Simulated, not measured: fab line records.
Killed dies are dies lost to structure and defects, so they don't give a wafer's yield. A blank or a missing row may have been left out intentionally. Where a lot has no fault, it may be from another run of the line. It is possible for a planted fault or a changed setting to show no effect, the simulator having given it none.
A single fault, viewed from 2 desks ; flow gf180mcu ; what lay behind the numbers comes last; until then each desk has only its own

== FOR THE TOOL OWNER'S DESK: pecvd-04 ==
The tool's own readings at GF_SAB_CVD_00 (deposits SiO2 from TEOS, target thk 50 nm, time 4.9302 s): means of the sampled wafers that have a number, for each lot that ran on this tool. If a lot's mean is further than 4 standard deviations from the usual mean, the lot is out of limits and carries the mark OUT (the distance appears in the brackets).
Columns: A = heater-power-w at GF_SAB_CVD_00, usual 691 W
lot;first seen here;A
L341;day 15 19:19;744
L344;day 16 18:14;764
L345;day 17 01:31;782
L348;day 18 05:02;723
L355;day 20 17:41;806
This desk's verdict: no lot among the 5 shows anything out of limits.

== THE METROLOGY DESK ==
What the gauges read for every lot (on any tool): the sampled wafers with a number, averaged. If a lot's mean is further than 4 standard deviations from the usual mean, the lot is out of limits and carries the mark OUT (the distance appears in the brackets).
Columns: A = cd-nm at GF_NSD_CD_MEAS_07, usual 399.5 nm; B = PSD_OVL at GF_PSD_OVL_MEAS_08, usual 0.7 nm; C = SAB_CVD_00_THK at GF_SAB_THK_MEAS_01, usual 50.3 nm
lot;first seen here;A;B;C
L340;day 14 14:49;401.2;-0.2;50.7
L341;day 14 20:31;400.4;0.2;50.9
L342;day 14 23:02;398.9;-0.2;50.2
L343;day 15 06:04;402.4;0.3;50.2
L344;day 15 18:32;400.5;0.5;50.2
L345;day 16 02:21;399.2;0.2;50.8
L346;day 16 08:57;398.0;1.5;49.8
L348;day 17 04:34;402.4;0.4;51.1
L350;day 17 22:40;399.7;1.1;50.2
L355;day 19 16:28;403.0;2.4;50.7
L356;day 19 19:28;397.1;2.2;51.0
L358;day 20 16:32;400.3;-0.0;50.0
L359;day 20 19:59;398.5;0.7;49.7
This desk's verdict: no lot among the 13 shows anything out of limits.

== PUT TOGETHER ==
The tool owner's desk saw nothing out of limits.
At the metrology desk, nothing out of limits was observed.

== WHAT THE SIMULATOR HAD PUT IN ==
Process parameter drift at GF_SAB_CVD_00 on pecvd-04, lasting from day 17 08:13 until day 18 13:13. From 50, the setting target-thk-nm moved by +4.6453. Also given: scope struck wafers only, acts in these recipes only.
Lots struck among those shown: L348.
